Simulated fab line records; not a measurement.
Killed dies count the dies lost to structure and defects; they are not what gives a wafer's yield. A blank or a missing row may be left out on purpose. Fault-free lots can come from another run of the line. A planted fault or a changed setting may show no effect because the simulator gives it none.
fab line records ; flow sky130
record: lots: 13; wafers: 39; lastDay: 49
route steps=708 shown POLY_GATE@204 PAD_OPEN@708
lots untouched by any fault: they come from a run of this same line in which no faults occurred
startH: hours from the record's first day to the start of the lot's first wafer shown ; waitH: time in hours since the lot's previous step ; " as in the row above ; L1.1+2: one row covering several wafers at once ; - no value present, or no start provided ; * or withheld: withheld ; < > ~ a bound
route shown NAME@n: NAME is a module with steps in the file, n the number in the route of the first one ; usual: the fault-free wafers' mean and standard deviation ; same: alike in all rows ; chamber/n: place in a boat ; sites: per-site readings ; _std_site: the standard deviation of these ; _edge_site: outer sites' mean less inner sites' ; radiusMm: for every site, how far away it sits from the centre of the wafer ; mask NAME#n: copy n ; behind: tool/chamber where the wafer was last shaped ; hold: reason for holding the lot/hours on hold/outcome of the hold ; device: transistor that didn't switch, given as n, p or np ; end of line: at the end of the route, the tests of the same wafers ; where a step has no rows: the recipe by itself ; killed: the dies lost at the first sort to structure and to defects; this is not the yield of the wafer ; map: a wafer's dies, marking killed ones x, the rest . and places with no die _
set.NAME: the setting that was run; set.NAME@STEP: the one run at that earlier step ; model.NAME: the simulator's own value behind a step, which no gauge read
steps of the route over a sample of lots; a table a step, a row a wafer
services: when a tool's chamber went out of use (startH, in hours from the record's first day, below 0 if earlier), for how many hours, and the reason
== steps ==
step: SKY_POLY_GATE_CVD_00
recipe: material: poly-Si; targetThkNm: 180; tempC: 620; timeS: 720; pressureMtorr: 200
usual: spikeTcBottomC: 639.0/1.8; spikeTcLowerC: 619.5/1.3; spikeTcUpperC: 619.5/1.1; susceptorTempC: 619.9/0.32
lot.wafer;tool;chamber;startH;waitH;spikeTcBottomC;spikeTcLowerC;spikeTcUpperC;susceptorTempC
L865.4;lpcvd-01;1;301.04;0.0;637.3;620.3;619.4;620.0
L865.5;lpcvd-01;1;301.04;0.0;637.9;620.9;619.5;619.9
L865.6;lpcvd-01;1;301.04;0.0;637.6;619.2;618.3;620.0
L866.3;lpcvd-01;1;308.42;0.0;637.8;618.6;618.6;619.5
L866.4;lpcvd-01;1;308.42;0.0;636.4;617.6;618.0;619.5
L866.5;lpcvd-01;1;308.42;0.0;637.7;618.4;622.7;619.3
L867.3;lpcvd-01;0;320.53;0.0;640.3;619.0;618.5;619.8
L867.5;lpcvd-01;0;320.53;0.0;640.4;622.2;620.5;620.0
L867.6;lpcvd-01;0;320.53;0.0;642.4;621.4;619.1;619.8
L868.3;lpcvd-01;1;325.73;0.0;637.7;618.3;620.4;619.9
L868.4;lpcvd-01;1;325.73;0.0;637.2;616.7;618.7;620.4
L868.6;lpcvd-01;1;325.73;0.0;638.3;619.2;620.1;620.2
L869.2;lpcvd-01;0;335.60;0.0;641.0;621.0;618.2;619.8
L869.4;lpcvd-01;0;335.60;0.0;640.6;621.2;619.3;620.0
L869.6;lpcvd-01;0;335.60;0.0;640.4;619.6;618.4;619.7
L870.1;lpcvd-01;1;343.61;0.0;638.9;619.7;621.1;620.4
L870.5;lpcvd-01;1;343.61;0.0;638.6;620.0;619.8;620.1
L870.6;lpcvd-01;1;343.61;0.0;638.9;618.6;619.0;619.7
L873.3;lpcvd-01;1;375.75;0.0;637.1;619.4;619.1;620.0
L873.4;lpcvd-01;1;375.75;0.0;636.6;618.3;619.8;620.1
L873.6;lpcvd-01;1;375.75;0.0;638.2;618.3;620.1;620.2
L875.3;lpcvd-01;1;412.37;0.0;636.5;618.6;617.7;620.1
L875.4;lpcvd-01;1;412.37;0.0;637.5;618.3;617.1;619.4
L875.5;lpcvd-01;1;412.37;0.0;638.2;617.8;621.3;620.2
L876.1;lpcvd-01;1;419.32;0.0;637.3;618.9;620.6;619.4
L876.4;lpcvd-01;1;419.32;0.0;637.1;617.6;618.1;619.7
L876.5;lpcvd-01;1;419.32;0.0;638.6;618.0;620.3;620.0
L878.4;lpcvd-01;0;426.96;0.0;640.3;621.3;619.4;620.3
L878.5;lpcvd-01;0;426.96;0.0;639.7;622.0;619.5;620.3
L878.6;lpcvd-01;0;426.96;0.0;641.1;621.3;619.3;620.4
L879.2;lpcvd-01;1;431.40;0.0;637.5;619.8;619.0;619.9
L879.3;lpcvd-01;1;431.40;0.0;637.4;620.2;619.2;620.3
L879.5;lpcvd-01;1;431.40;0.0;637.0;618.7;620.0;619.7
L885.1;lpcvd-01;1;483.63;0.0;633.8;614.0;615.5;615.4
L885.2;lpcvd-01;1;483.63;0.0;633.0;615.0;615.9;615.9
L885.3;lpcvd-01;1;483.63;0.0;633.9;613.0;615.4;615.7
L887.2;lpcvd-01;0;496.21;0.8;640.8;622.2;620.0;620.0
L887.4;lpcvd-01;0;496.21;0.8;640.6;618.3;621.0;619.7
L887.6;lpcvd-01;0;496.21;0.8;640.6;619.3;618.4;619.8
step: SKY_POLY_GATE_THK_MEAS_01
recipe: reads: poly-Si_of_POLY_GATE_CVD_00
usual: POLY_GATE_CVD_00_THK: 178.8/1.5
lot.wafer;tool;chamber;startH;waitH;POLY_GATE_CVD_00_THK[nm]
L865.4;filmMetro-01;-;302.27;0.0;179.7
L865.5;filmMetro-01;-;302.27;0.0;179.9
L865.6;filmMetro-01;-;302.27;0.0;181.4
L866.3;filmMetro-01;-;309.64;0.0;179.7
L866.4;filmMetro-01;-;309.64;0.0;177.6
L866.5;filmMetro-01;-;309.64;0.0;178.1
L867.3;filmMetro-01;-;322.37;0.0;176.9
L867.5;filmMetro-01;-;322.37;0.0;179.2
L867.6;filmMetro-01;-;322.37;0.0;178.6
L868.3;filmMetro-02;-;326.95;0.0;179.9
L868.4;filmMetro-02;-;326.95;0.0;180.5
L868.6;filmMetro-02;-;326.95;0.0;180.0
L869.2;filmMetro-01;-;336.81;0.0;178.5
L869.4;filmMetro-01;-;336.81;0.0;180.2
L869.6;filmMetro-01;-;336.81;0.0;178.3
L870.1;filmMetro-02;-;344.81;0.0;178.8
L870.5;filmMetro-02;-;344.81;0.0;178.1
L870.6;filmMetro-02;-;344.81;0.0;178.2
L873.3;filmMetro-02;-;376.97;0.0;176.9
L873.4;filmMetro-02;-;376.97;0.0;176.7
L873.6;filmMetro-02;-;376.97;0.0;176.0
L875.3;filmMetro-01;-;413.59;0.0;177.8
L875.4;filmMetro-01;-;413.59;0.0;177.1
L875.5;filmMetro-01;-;413.59;0.0;176.7
L876.1;filmMetro-01;-;420.52;0.0;178.0
L876.4;filmMetro-01;-;420.52;0.0;177.1
L876.5;filmMetro-01;-;420.52;0.0;179.0
L878.4;filmMetro-02;-;428.19;0.0;180.3
L878.5;filmMetro-02;-;428.19;0.0;179.7
L878.6;filmMetro-02;-;428.19;0.0;179.5
L879.2;filmMetro-02;-;432.61;0.0;178.9
L879.3;filmMetro-02;-;432.61;0.0;179.5
L879.5;filmMetro-02;-;432.61;0.0;178.2
L885.1;filmMetro-01;-;484.83;0.0;163.8
L885.2;filmMetro-01;-;484.83;0.0;163.0
L885.3;filmMetro-01;-;484.83;0.0;164.0
L887.2;filmMetro-02;-;497.42;0.0;179.1
L887.4;filmMetro-02;-;497.42;0.0;178.3
L887.6;filmMetro-02;-;497.42;0.0;179.8
step: SKY_POLY_GATE_ETCH_17
recipe: targetDepthNm: 180; stopOn: SiO2; overEtchFrac: 0.56667; chemistry: HBr/Cl2; target: poly-Si; icpW: 400; biasW: 100; pressureMtorr: 10; HBr_flow_sccm: 150; Cl2_flow_sccm: 50; timeS: 70.5
usual: drypumpMotorCurrentA: 5.73/0.24; oesProductAu: 0.982/0.0071; throttleValvePct: 33.684/0.0086
lot.wafer;tool;chamber;startH;waitH;drypumpMotorCurrentA;oesProductAu;rfHoursCounterH;throttleValvePct
L865.4;rieSi-01;1;357.29;0.0;5.82;0.986;1;33.685
L865.5;rieSi-01;3;357.29;0.0;5.62;0.976;-;33.683
L865.6;rieSi-01;2;357.29;0.0;5.65;0.999;-;33.697
L866.3;rieSi-01;0;365.52;0.0;5.83;0.989;2;33.674
L866.4;rieSi-01;2;365.52;0.0;5.58;0.985;4;33.672
L866.5;rieSi-01;3;365.52;0.0;5.62;0.978;-;33.694
L867.3;rieSi-01;0;380.67;0.0;5.85;0.977;2;33.681
L867.5;rieSi-01;0;380.67;0.0;5.86;0.984;-;33.685
L867.6;rieSi-01;1;380.67;0.0;5.81;0.972;-;33.679
L868.3;rieSi-01;2;387.00;0.0;5.62;0.983;4;33.676
L868.4;rieSi-01;0;387.00;0.0;5.88;0.999;2;33.667
L868.6;rieSi-01;2;387.00;0.0;5.63;1.000;-;33.683
L869.2;rieSi-02;3;394.35;0.0;6.09;0.981;3;33.689
L869.4;rieSi-02;3;394.35;0.0;6.07;0.991;-;33.691
L869.6;rieSi-02;2;394.35;0.0;5.82;0.982;-;33.667
L870.1;rieSi-01;0;403.67;0.0;5.85;0.983;2;33.673
L870.5;rieSi-01;2;403.67;0.0;5.60;0.977;-;33.688
L870.6;rieSi-01;1;403.67;0.0;5.79;0.968;-;33.679
L873.3;rieSi-02;2;437.37;0.0;5.84;0.979;39;33.676
L873.4;rieSi-02;0;437.37;0.0;5.70;0.987;0;33.692
L873.6;rieSi-02;0;437.37;0.0;5.71;0.973;-;33.683
L875.3;rieSi-02;2;477.47;0.0;5.84;0.983;40;33.693
L875.4;rieSi-02;1;477.47;0.0;5.21;0.975;32;33.701
L875.5;rieSi-02;3;477.47;0.0;6.09;0.977;-;33.679
L876.1;rieSi-01;0;483.45;0.0;5.84;0.973;3;33.679
L876.4;rieSi-01;1;483.45;0.0;5.80;0.970;2;33.686
L876.5;rieSi-01;2;483.45;0.0;5.58;0.985;-;33.701
L878.4;rieSi-01;0;490.97;0.0;5.83;0.991;3;33.680
L878.5;rieSi-01;0;490.97;0.0;5.84;0.988;-;33.690
L878.6;rieSi-01;3;490.97;0.0;5.63;0.982;-;33.671
L879.2;rieSi-02;2;497.24;0.0;5.86;0.992;40;33.693
L879.3;rieSi-02;1;497.24;0.0;5.23;0.987;32;33.693
L879.5;rieSi-02;3;497.24;0.0;6.09;0.989;-;33.683
L885.1;rieSi-02;2;548.15;0.0;5.86;0.926;40;33.680
L885.2;rieSi-02;0;548.15;0.0;5.70;0.922;1;33.692
L885.3;rieSi-02;1;548.15;0.0;5.23;0.931;32;33.692
L887.2;rieSi-02;2;559.24;0.0;5.87;0.973;40;33.681
L887.4;rieSi-02;1;559.24;0.0;5.22;0.973;32;33.681
L887.6;rieSi-02;3;559.24;0.0;6.10;0.985;-;33.698
step: SKY_PAD_OPEN_PROBE_99
usual: killed_at_M0_to_M3: 44/7.2; killed_at_M4_up: 3.1/1.8; killedAtContacts: 24/4.5; killedAtFrontEnd: 16/4.4; killedAtOther: 0.2/0.42; killedDies: 87/8.9; killedOpen: 48/6.4; killedShort: 39/6.2
same: grossDies: 492; killedAtBackSide: 0
lot.wafer;tool;chamber;startH;waitH;killed_at_M0_to_M3;killed_at_M4_up;killedAtContacts;killedAtFrontEnd;killedAtOther;killedDies;killedOpen;killedShort
L865.4;prober-01;-;1053.98;0.2;51;4;25;16;1;97;62;35
L865.5;prober-01;-;1054.03;0.2;48;3;16;25;0;92;47;45
L865.6;prober-01;-;1054.08;0.2;41;2;29;15;0;87;47;40
L866.3;prober-02;-;1064.22;0.2;49;5;22;14;0;90;48;42
L866.4;prober-02;-;1064.27;0.2;45;6;28;20;0;99;46;53
L866.5;prober-02;-;1064.32;0.2;42;2;24;14;1;83;47;36
L867.3;prober-01;-;1073.08;0.2;59;4;28;13;0;104;66;38
L867.5;prober-01;-;1073.18;0.2;53;2;23;10;0;88;51;37
L867.6;prober-01;-;1073.23;0.2;61;3;19;12;1;96;53;43
L868.3;prober-02;-;1076.17;0.2;33;3;24;19;2;81;44;37
L868.4;prober-02;-;1076.22;0.2;39;1;25;23;0;88;56;32
L868.6;prober-02;-;1076.32;0.2;40;1;22;23;1;87;41;46
L869.2;prober-01;-;1084.22;0.1;36;2;28;21;0;87;49;38
L869.4;prober-01;-;1084.32;0.2;50;7;20;15;0;92;40;52
L869.6;prober-01;-;1084.42;0.2;48;5;29;15;0;97;50;47
L870.1;prober-02;-;1088.31;0.1;41;6;21;10;0;78;51;27
L870.5;prober-02;-;1088.51;0.2;47;7;16;9;0;79;45;34
L870.6;prober-02;-;1088.56;0.2;43;3;20;13;0;79;42;37
L873.3;prober-01;-;1115.13;0.2;41;5;22;10;0;78;42;36
L873.4;prober-01;-;1115.18;0.2;34;6;24;13;0;77;42;35
L873.6;prober-01;-;1115.28;0.2;44;4;24;13;0;85;45;40
L875.3;prober-01;-;1138.37;0.2;38;1;27;17;0;83;48;35
L875.4;prober-01;-;1138.42;0.2;53;4;24;10;0;91;47;44
L875.5;prober-01;-;1138.47;0.2;32;6;30;16;0;84;47;37
L876.1;prober-02;-;1139.31;0.1;46;4;22;11;0;83;48;35
L876.4;prober-02;-;1139.46;0.2;42;1;21;21;1;86;51;35
L876.5;prober-02;-;1139.51;0.2;52;4;21;18;0;95;49;46
L878.4;prober-02;-;1144.23;0.2;56;2;23;14;0;95;49;46
L878.5;prober-02;-;1144.28;0.2;46;5;24;25;0;100;63;37
L878.6;prober-02;-;1144.33;0.2;42;6;21;13;0;82;49;33
L879.2;prober-01;-;1149.63;0.1;47;3;23;21;0;94;54;40
L879.3;prober-01;-;1149.68;0.2;58;2;17;16;0;93;44;49
L879.5;prober-01;-;1149.78;0.2;42;3;19;22;0;86;46;40
L885.1;prober-01;-;1177.34;0.1;41;3;22;22;1;89;56;33
L885.2;prober-01;-;1177.39;0.1;39;4;32;24;0;99;51;48
L885.3;prober-01;-;1177.44;0.2;39;2;32;19;0;92;51;41
L887.2;prober-01;-;1187.72;0.1;52;1;22;16;0;91;48;43
L887.4;prober-01;-;1187.82;0.2;50;5;22;9;0;86;52;34
L887.6;prober-01;-;1187.92;0.2;43;0;30;18;0;91;53;38
killed by level:class
L865.4 VIA1:geometricParticle:open=16 CONTACT:geometricParticle:open=11 VIA2:geometricParticle:open=9 VIA3:geometricParticle:open=7 POLY_GATE:geometricParticle:short=5 LI_CONTACT:geometricParticle:open=5 LOCAL_INTERCONNECT:geometricParticle:short=5 POLY_GATE:geometricParticle:open=4
L865.5 VIA1:geometricParticle:open=11 POLY_GATE:geometricParticle:open=8 METAL1:geometricParticle:short=8 VIA1:geometricParticle:short=6 LI_CONTACT:geometricParticle:open=5 VIA3:geometricParticle:open=5 POLY_GATE:geometricParticle:short=4 LOCAL_INTERCONNECT:geometricParticle:short=4
L865.6 CONTACT:geometricParticle:open=10 LI_CONTACT:geometricParticle:open=9 VIA2:geometricParticle:open=9 FIELD_ISO:geometricParticle:short=6 METAL1:geometricParticle:short=6 METAL2:geometricParticle:short=5 VIA1:geometricParticle:open=5 CONTACT:geometricParticle:short=4
L866.3 CONTACT:geometricParticle:open=9 LI_CONTACT:geometricParticle:open=7 VIA1:geometricParticle:short=7 VIA1:geometricParticle:open=7 VIA3:geometricParticle:open=7 METAL2:geometricParticle:short=6 POLY_GATE:geometricParticle:short=5 METAL1:geometricParticle:short=5
L866.4 CONTACT:geometricParticle:open=10 METAL2:geometricParticle:short=7 VIA3:geometricParticle:open=7 VIA1:geometricParticle:open=6 METAL4:geometricParticle:short=6 VIA2:geometricParticle:open=5 LI_CONTACT:geometricParticle:open=5 CONTACT:geometricParticle:short=5
L866.5 VIA1:geometricParticle:open=12 CONTACT:geometricParticle:open=7 FIELD_ISO:geometricParticle:open=5 FIELD_ISO:geometricParticle:short=5 METAL1:geometricParticle:short=5 LOCAL_INTERCONNECT:geometricParticle:short=5 VIA3:geometricParticle:short=5 METAL2:geometricParticle:short=5
L867.3 VIA1:geometricParticle:open=21 CONTACT:geometricParticle:open=16 LI_CONTACT:geometricParticle:open=7 METAL2:geometricParticle:short=6 VIA2:geometricParticle:open=6 METAL3:geometricParticle:short=6 VIA1:geometricParticle:short=5 FIELD_ISO:geometricParticle:short=4
L867.5 VIA1:geometricParticle:open=14 CONTACT:geometricParticle:open=10 METAL1:geometricParticle:short=8 VIA3:geometricParticle:open=7 VIA1:geometricParticle:short=7 LI_CONTACT:geometricParticle:open=5 VIA2:geometricParticle:short=5 VIA2:geometricParticle:open=5
L867.6 VIA1:geometricParticle:open=12 METAL2:geometricParticle:short=9 METAL1:geometricParticle:short=8 CONTACT:geometricParticle:open=7 VIA2:geometricParticle:open=7 VIA3:geometricParticle:open=7 LI_CONTACT:geometricParticle:open=6 FIELD_ISO:geometricParticle:open=5
L868.3 LI_CONTACT:geometricParticle:open=9 VIA3:geometricParticle:open=8 CONTACT:geometricParticle:open=7 FIELD_ISO:geometricParticle:open=5 FIELD_ISO:geometricParticle:short=4 VIA1:geometricParticle:short=4 VIA1:geometricParticle:open=4 VIA2:geometricParticle:open=4
L868.4 VIA1:geometricParticle:open=14 CONTACT:geometricParticle:open=12 FIELD_ISO:geometricParticle:short=6 POLY_GATE:geometricParticle:open=6 LI_CONTACT:geometricParticle:open=6 VIA3:geometricParticle:open=6 POLY_GATE:geometricParticle:short=4 VIA2:geometricParticle:open=4
L868.6 CONTACT:geometricParticle:open=11 FIELD_ISO:geometricParticle:short=7 METAL1:geometricParticle:short=6 VIA1:geometricParticle:open=6 VIA3:geometricParticle:open=6 VIA1:geometricParticle:short=5 POLY_GATE:geometricParticle:short=4 POLY_GATE:geometricParticle:open=4
L869.2 VIA1:geometricParticle:open=11 CONTACT:geometricParticle:open=10 FIELD_ISO:geometricParticle:open=6 VIA2:geometricParticle:open=6 LI_CONTACT:geometricParticle:short=5 LOCAL_INTERCONNECT:geometricParticle:short=4 POLY_GATE:geometricParticle:open=4 LI_CONTACT:geometricParticle:open=4
L869.4 VIA1:geometricParticle:open=16 CONTACT:geometricParticle:short=7 METAL4:geometricParticle:short=7 VIA1:geometricParticle:short=6 POLY_GATE:geometricParticle:short=5 LI_CONTACT:geometricParticle:short=5 VIA3:geometricParticle:open=5 CONTACT:geometricParticle:open=5
L869.6 CONTACT:geometricParticle:open=10 LI_CONTACT:geometricParticle:open=7 CONTACT:geometricParticle:short=7 VIA1:geometricParticle:open=7 METAL1:geometricParticle:short=6 VIA2:geometricParticle:short=6 VIA2:geometricParticle:open=6 VIA1:geometricParticle:short=5
L870.1 VIA2:geometricParticle:open=9 CONTACT:geometricParticle:open=8 VIA1:geometricParticle:open=6 VIA3:geometricParticle:open=6 LI_CONTACT:geometricParticle:open=5 CONTACT:geometricParticle:short=5 METAL1:geometricParticle:open=5 POLY_GATE:geometricParticle:open=4
L870.5 VIA1:geometricParticle:open=10 CONTACT:geometricParticle:open=9 VIA3:geometricParticle:open=7 VIA2:geometricParticle:open=6 METAL1:geometricParticle:short=5 POLY_GATE:geometricParticle:short=4 METAL4:geometricParticle:short=4 VIA1:geometricParticle:short=4
L870.6 VIA1:geometricParticle:open=12 LI_CONTACT:geometricParticle:open=7 VIA1:geometricParticle:short=7 CONTACT:geometricParticle:open=6 VIA3:geometricParticle:open=5 METAL1:geometricParticle:short=5 METAL2:geometricParticle:short=5 VIA2:geometricParticle:open=4
L873.3 CONTACT:geometricParticle:open=10 VIA3:geometricParticle:open=9 METAL1:geometricParticle:short=6 LOCAL_INTERCONNECT:geometricParticle:short=5 VIA1:geometricParticle:short=5 METAL2:geometricParticle:short=5 METAL3:geometricParticle:short=5 LI_CONTACT:geometricParticle:open=4
L873.4 CONTACT:geometricParticle:open=11 VIA3:geometricParticle:open=7 FIELD_ISO:geometricParticle:open=6 VIA1:geometricParticle:open=6 METAL1:geometricParticle:short=5 METAL2:geometricParticle:short=4 LI_CONTACT:geometricParticle:short=4 LOCAL_INTERCONNECT:geometricParticle:short=4
L873.6 VIA1:geometricParticle:open=11 VIA2:geometricParticle:open=8 LI_CONTACT:geometricParticle:open=6 CONTACT:geometricParticle:short=6 CONTACT:geometricParticle:open=6 METAL1:geometricParticle:short=6 POLY_GATE:geometricParticle:open=5 FIELD_ISO:geometricParticle:short=4
L875.3 CONTACT:geometricParticle:open=14 VIA1:geometricParticle:open=9 POLY_GATE:geometricParticle:short=6 VIA2:geometricParticle:open=6 LI_CONTACT:geometricParticle:open=5 METAL2:geometricParticle:short=5 VIA3:geometricParticle:open=5 FIELD_ISO:geometricParticle:open=4
L875.4 VIA3:geometricParticle:open=13 CONTACT:geometricParticle:open=10 VIA1:geometricParticle:open=8 VIA2:geometricParticle:short=8 VIA1:geometricParticle:short=7 METAL2:geometricParticle:short=5 POLY_GATE:geometricParticle:short=4 LOCAL_INTERCONNECT:geometricParticle:short=4
L875.5 VIA1:geometricParticle:open=15 CONTACT:geometricParticle:open=10 LOCAL_INTERCONNECT:geometricParticle:short=6 CONTACT:geometricParticle:short=6 LI_CONTACT:geometricParticle:open=5 POLY_GATE:geometricParticle:open=4 POLY_GATE:geometricParticle:short=4 FIELD_ISO:geometricParticle:short=3
L876.1 VIA1:geometricParticle:open=13 CONTACT:geometricParticle:open=10 CONTACT:geometricParticle:short=6 METAL2:geometricParticle:short=6 VIA3:geometricParticle:open=5 LI_CONTACT:geometricParticle:short=4 VIA1:geometricParticle:short=4 METAL1:geometricParticle:short=4
L876.4 VIA1:geometricParticle:open=12 FIELD_ISO:geometricParticle:open=8 CONTACT:geometricParticle:open=7 VIA3:geometricParticle:open=6 METAL1:geometricParticle:short=5 FIELD_ISO:geometricParticle:short=4 LI_CONTACT:geometricParticle:open=4 CONTACT:geometricParticle:short=4
L876.5 VIA1:geometricParticle:open=11 METAL2:geometricParticle:short=8 VIA3:geometricParticle:open=8 CONTACT:geometricParticle:open=7 LI_CONTACT:geometricParticle:open=5 VIA1:geometricParticle:short=5 VIA2:geometricParticle:open=5 FIELD_ISO:geometricParticle:short=4
L878.4 VIA1:geometricParticle:open=12 VIA2:geometricParticle:open=11 CONTACT:geometricParticle:open=11 METAL1:geometricParticle:short=10 METAL2:geometricParticle:short=6 CONTACT:geometricParticle:short=5 VIA3:geometricParticle:open=5 VIA1:geometricParticle:short=4
L878.5 VIA1:geometricParticle:open=16 CONTACT:geometricParticle:open=9 LI_CONTACT:geometricParticle:open=8 VIA2:geometricParticle:open=7 FIELD_ISO:geometricParticle:short=5 FIELD_ISO:geometricParticle:open=5 POLY_GATE:geometricParticle:short=5 POLY_GATE:geometricParticle:open=5
L878.6 VIA2:geometricParticle:open=9 VIA1:geometricParticle:open=9 LI_CONTACT:geometricParticle:open=8 LI_CONTACT:geometricParticle:short=7 FIELD_ISO:geometricParticle:short=5 VIA3:geometricParticle:open=5 METAL1:geometricParticle:short=5 CONTACT:geometricParticle:open=4
L879.2 VIA1:geometricParticle:open=13 FIELD_ISO:geometricParticle:open=7 VIA2:geometricParticle:open=7 FIELD_ISO:geometricParticle:short=6 METAL2:geometricParticle:short=6 LI_CONTACT:geometricParticle:open=5 CONTACT:geometricParticle:open=5 POLY_GATE:geometricParticle:short=4
L879.3 METAL2:geometricParticle:short=11 VIA1:geometricParticle:open=9 CONTACT:geometricParticle:open=8 VIA2:geometricParticle:open=8 VIA3:geometricParticle:open=7 FIELD_ISO:geometricParticle:open=6 VIA1:geometricParticle:short=6 CONTACT:geometricParticle:short=5
L879.5 VIA1:geometricParticle:open=11 FIELD_ISO:geometricParticle:open=7 FIELD_ISO:geometricParticle:short=6 METAL2:geometricParticle:short=6 CONTACT:geometricParticle:open=6 VIA3:geometricParticle:open=6 CONTACT:geometricParticle:short=5 METAL1:geometricParticle:short=5
L885.1 VIA1:geometricParticle:open=10 CONTACT:geometricParticle:open=10 VIA2:geometricParticle:open=7 FIELD_ISO:geometricParticle:open=6 VIA3:geometricParticle:open=6 POLY_GATE:geometricParticle:open=5 POLY_GATE:geometricParticle:short=4 LI_CONTACT:geometricParticle:open=4
L885.2 CONTACT:geometricParticle:open=10 VIA1:geometricParticle:open=8 POLY_GATE:geometricParticle:open=7 LI_CONTACT:geometricParticle:open=7 LI_CONTACT:geometricParticle:short=7 FIELD_ISO:geometricParticle:open=6 POLY_GATE:geometricParticle:short=6 METAL1:geometricParticle:short=6
L885.3 CONTACT:geometricParticle:open=12 VIA1:geometricParticle:open=10 CONTACT:geometricParticle:short=8 FIELD_ISO:geometricParticle:open=7 LI_CONTACT:geometricParticle:open=7 METAL1:geometricParticle:short=7 VIA1:geometricParticle:short=6 FIELD_ISO:geometricParticle:short=5
L887.2 VIA1:geometricParticle:open=13 METAL2:geometricParticle:short=9 CONTACT:geometricParticle:open=7 VIA3:geometricParticle:open=6 POLY_GATE:geometricParticle:short=5 LI_CONTACT:geometricParticle:short=5 LOCAL_INTERCONNECT:geometricParticle:short=5 METAL1:geometricParticle:short=5
L887.4 VIA2:geometricParticle:open=12 LI_CONTACT:geometricParticle:open=8 VIA3:geometricParticle:open=7 VIA1:geometricParticle:open=7 CONTACT:geometricParticle:open=7 METAL1:geometricParticle:short=6 VIA1:geometricParticle:short=6 METAL2:geometricParticle:short=6
L887.6 CONTACT:geometricParticle:open=10 VIA2:geometricParticle:open=10 VIA1:geometricParticle:open=9 LI_CONTACT:geometricParticle:open=8 FIELD_ISO:geometricParticle:open=6 CONTACT:geometricParticle:short=6 METAL1:geometricParticle:short=5 METAL2:geometricParticle:short=5
== services ==
tool;chamber;startH;hours;kind
rieSi-01;-;278.41;2.8;pm
rieSi-02;2;353.97;3.7;repair
rieSi-02;0;388.61;3.6;repair
rieSi-02;0;392.23;-;clean
rieSi-02;0;392.23;26.6;scheduledDown
rieSi-02;0;392.23;26.6;ventCycle
rieSi-02;-;441.74;0.2;repair
lpcvd-01;-;454.63;6.0;pm
rieSi-01;3;456.05;-;clean
rieSi-01;3;456.05;12.7;scheduledDown
rieSi-01;3;456.05;12.7;ventCycle
lpcvd-01;-;509.43;1.3;repair
rieSi-02;-;549.05;0.8;repair
rieSi-01;2;557.81;7.7;repair
== key ==
firstSign: step: SKY_POLY_GATE_CVD_00; reading: susceptorTempC; direction: down; sigmas: 13; usual: *; struck: *
effect: step: SKY_POLY_GATE_CVD_00; reading: spikeTcLowerC; direction: down; sigmas: 4.1; usual: 619.5; struck: 614.0
effect: step: SKY_POLY_GATE_THK_MEAS_01; reading: POLY_GATE_CVD_00_THK; direction: down; sigmas: 10; usual: 178.8; struck: 163.6
effect: step: SKY_POLY_GATE_ETCH_17; reading: oesProductAu; direction: down; sigmas: 7.8; usual: 0.982; struck: 0.926
metAt SKY_POLY_GATE_CVD_00
struckLots L885
struckWafers L885.1,L885.2,L885.3
testerLeftOut L885
onsetBetween 431.40 483.63
fault: kind: processParameterDrift; tool: lpcvd-01; chamber: 1; onsetH: 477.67; steps: SKY_POLY_GATE_CVD_00; channel: tempC; offset: *; shape: step; endH: 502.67; stated: *
testerLeftOut: of these lots the tester's yield and bins aren't shown, on N5 and GAA mostly nor the transistor test; their killed dies are dies lost to structure and defects alone, not to doping, threshold or leakage, so they don't give the yield
